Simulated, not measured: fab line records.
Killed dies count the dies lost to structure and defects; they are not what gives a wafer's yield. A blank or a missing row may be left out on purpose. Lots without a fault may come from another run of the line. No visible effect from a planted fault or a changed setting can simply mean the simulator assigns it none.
Which tool did it?	flow sky130	11 lots, 32 wafers sampled, at 6 steps of a route of 708

== WHAT EACH GAUGE READ, for each wafer ==
SKY_SONOS_ONO_THK_MEAS_01. Usual: SONOS_ONO_OXIDATION_THK 2.60 nm, standard deviation 0.056.
lot	measured	on	SONOS_ONO_OXIDATION_THK (nm)	flag
L510	day 11 10:29	film-metro-04	2.68 2.73 2.63	
L511	day 11 20:18	film-metro-01	2.65 2.71 2.66	
L515	day 13 05:12	film-metro-03	2.61 2.64 2.64	
L517	day 13 20:52	film-metro-01	2.58 2.48	
L523	day 15 14:28	film-metro-03	2.67 2.57 2.60	
L524	day 16 03:22	film-metro-03	2.65 2.69 2.66	
L525	day 16 12:40	film-metro-03	2.55 2.70 2.61	
L527	day 17 08:58	film-metro-01	2.63 2.56 2.59	
L529	day 18 00:10	film-metro-01	2.60 2.69 2.62	
L531	day 18 17:47	film-metro-04	2.65 2.67 2.65	
L533	day 19 06:02	film-metro-04	2.59 2.60 2.56	

SKY_SONOS_ONO_THK_MEAS_05. Usual: SONOS_ONO_CVD_04_THK 5.72 nm, standard deviation 0.13.
lot	measured	on	SONOS_ONO_CVD_04_THK (nm)	flag
L510	day 11 16:04	film-metro-04	5.64 5.45 5.57	
L511	day 11 22:43	film-metro-03	5.60 5.60 5.62	
L515	day 13 08:08	film-metro-03	5.68 5.63 5.70	
L517	day 14 00:27	film-metro-03	5.89 5.77	
L523	day 15 18:02	film-metro-04	5.67 5.76 5.72	
L524	day 16 06:17	film-metro-03	5.59 5.67 5.71	
L525	day 16 17:35	film-metro-01	5.69 5.81 5.69	
L527	day 17 13:33	film-metro-01	5.94 5.83 5.82	
L529	day 18 02:35	film-metro-01	5.74 5.72 5.54	
L531	day 18 20:12	film-metro-04	5.85 5.76 5.89	
L533	day 19 09:05	film-metro-01	5.89 5.97 5.80	

SKY_RES_PROTECT_TW_MEAS_08. Usual: POLY_GATE_TW 4015, standard deviation 23.
lot	measured	on	POLY_GATE_TW	flag
L510	day 15 05:13	film-metro-03	4029 4031 4008	
L511	day 15 10:50	film-metro-04	3999 4045 4026	
L515	day 16 23:43	film-metro-03	4015 3996 4023	
L517	day 17 16:23	film-metro-03	4024 4028	
L523	day 19 17:40	film-metro-03	4060 4049 4051	
L524	day 20 06:49	film-metro-04	3996 4010 3991	
L525	day 20 21:08	film-metro-03	4029 4021 4032	
L527	day 21 13:38	film-metro-02	3955 3964 3962	
L529	day 22 04:47	film-metro-04	4021 4016 4018	
L531	day 22 21:06	film-metro-03	4003 4058 4026	
L533	day 23 09:57	film-metro-04	4017 4008 4031	

SKY_LI_CONTACT_BOW_MEAS_03. Usual: LI_CONTACT_BOW 55 um, standard deviation 6.5.
lot	measured	on	LI_CONTACT_BOW (um)	flag
L510	day 27 23:33	film-metro-04	60 48 51	
L511	day 28 06:25	film-metro-01	53 64 57	
L515	day 29 17:49	film-metro-02	53 54 38	
L517	day 30 09:23	film-metro-02	67 61 - -	
L523	day 32 09:55	film-metro-02	61 44 45	
L524	day 32 14:48	film-metro-01	64 56 68	
L525	day 33 03:49	film-metro-04	67 60 61	
L527	day 33 17:52	film-metro-02	58 59 51	
L529	day 34 12:28	film-metro-04	54 47 57	
L531	day 34 23:29	film-metro-02	54 65 52	
L533	day 35 12:10	film-metro-01	47 57 58	

== WHICH TOOL RAN EACH LOT (tool, then ch and the chambers of the sampled wafers, then the start) ==
lot	SKY_RES_PROTECT_SOFTBAKE_03	SKY_RES_PROTECT_STRIP_07
L510	litho-track-03 ch 0, day 14 15:25	plasma-asher-03 ch 0, day 15 05:07
L511	litho-track-04 ch 0, day 14 21:08	plasma-asher-04 ch 1, day 15 10:44
L515	litho-track-04 ch 0, day 16 09:28	plasma-asher-03 ch 0,1, day 16 23:37
L517	litho-track-04 ch 0, day 17 01:02	plasma-asher-03 ch 0,1, day 17 16:16
L523	litho-track-03 ch 0, day 19 01:40	plasma-asher-02 ch 0,1, day 19 17:34
L524	litho-track-02 ch 0, day 19 14:50	plasma-asher-03 ch 0,1, day 20 06:43
L525	litho-track-04 ch 0, day 20 05:49	plasma-asher-04 ch 0,1, day 20 21:02
L527	litho-track-02 ch 0, day 20 22:14	plasma-asher-03 ch 0,1, day 21 13:32
L529	litho-track-03 ch 0, day 21 13:49	plasma-asher-02 ch 0,1, day 22 04:41
L531	litho-track-03 ch 0, day 22 05:37	plasma-asher-04 ch 0,1, day 22 21:01
L533	litho-track-04 ch 0, day 22 19:02	plasma-asher-03 ch 0,1, day 23 09:51
- SKY_RES_PROTECT_SOFTBAKE_03: time 60 s.
- SKY_RES_PROTECT_STRIP_07: strips in O2/N2.

== AS READ BY THE TOOLS THEMSELVES (means over the sampled wafers that have a number; for cases with no such wafer, the mark the record gives instead) ==
SKY_RES_PROTECT_SOFTBAKE_03. Usual: exhaust-pa 45.0 Pa, standard deviation 0.83; heater-power-total-W 56.60 W, standard deviation 0.046; run-length-s 89.28 s, standard deviation 0.14.
lot	tool	exhaust-pa (Pa)	heater-power-total-W (W)	run-length-s (s)	flag
L510	litho-track-03	45.9	56.58	89.34	
L511	litho-track-04	45.4	56.63	89.32	
L515	litho-track-04	45.2	63.82	76.36	OFF
L517	litho-track-04	45.2	78.38	50.59	OFF
L523	litho-track-03	46.1	56.62	89.34	
L524	litho-track-02	45.0	56.60	89.16	
L525	litho-track-04	45.4	56.57	89.25	
L527	litho-track-02	44.5	56.62	89.22	
L529	litho-track-03	44.2	56.62	89.32	
L531	litho-track-03	45.4	56.60	89.40	
L533	litho-track-04	45.7	56.58	89.17	

SKY_RES_PROTECT_STRIP_07. Usual: drypump-motor-current-A 5.4 A, standard deviation 0.47; oes-product-au 0.517 a.u., standard deviation 0.0047; strip-time-to-endpoint-s 23.29 s, standard deviation 0.039.
lot	tool	drypump-motor-current-A (A)	oes-product-au (a.u.)	strip-time-to-endpoint-s (s)	flag
L510	plasma-asher-03	5.1	0.518	23.24	
L511	plasma-asher-04	5.5	0.517	23.25	
L515	plasma-asher-03	5.1	0.524	23.42	OFF
L517	plasma-asher-03	5.0	0.523	23.60	OFF
L523	plasma-asher-02	5.5	0.520	23.28	
L524	plasma-asher-03	5.0	0.520	23.29	
L525	plasma-asher-04	5.7	0.514	23.29	
L527	plasma-asher-03	5.1	0.517	23.27	
L529	plasma-asher-02	5.6	0.510	23.27	
L531	plasma-asher-04	5.8	0.517	23.30	
L533	plasma-asher-03	5.0	0.520	23.31	

== THE ANSWER, worked out from the rows above alone ==
Rule: a lot counts as off when the mean over its wafers that have a number is more than 3 standard deviations away from the usual mean. Also off: a lot with no number at a reading for which 4 or more lots have one. Any other lot the step has rows for is counted as sound. After the gauges, taken in route order, come the tools' own readings; for these a lot's mean is taken, as printed above. The first step at which some lot is off is used, and at that step the reading that is off furthest; a lot without a number counts as furthest.
Off: L515, L517, at SKY_RES_PROTECT_SOFTBAKE_03 (heater-power-total-W).
If a tool, at that step or one of the process steps before it, ran each lot that is off and ran no sound lot following the first of them, it fits. No candidate that was tried fits.

== WHAT THE SIMULATOR HAD PUT IN ==
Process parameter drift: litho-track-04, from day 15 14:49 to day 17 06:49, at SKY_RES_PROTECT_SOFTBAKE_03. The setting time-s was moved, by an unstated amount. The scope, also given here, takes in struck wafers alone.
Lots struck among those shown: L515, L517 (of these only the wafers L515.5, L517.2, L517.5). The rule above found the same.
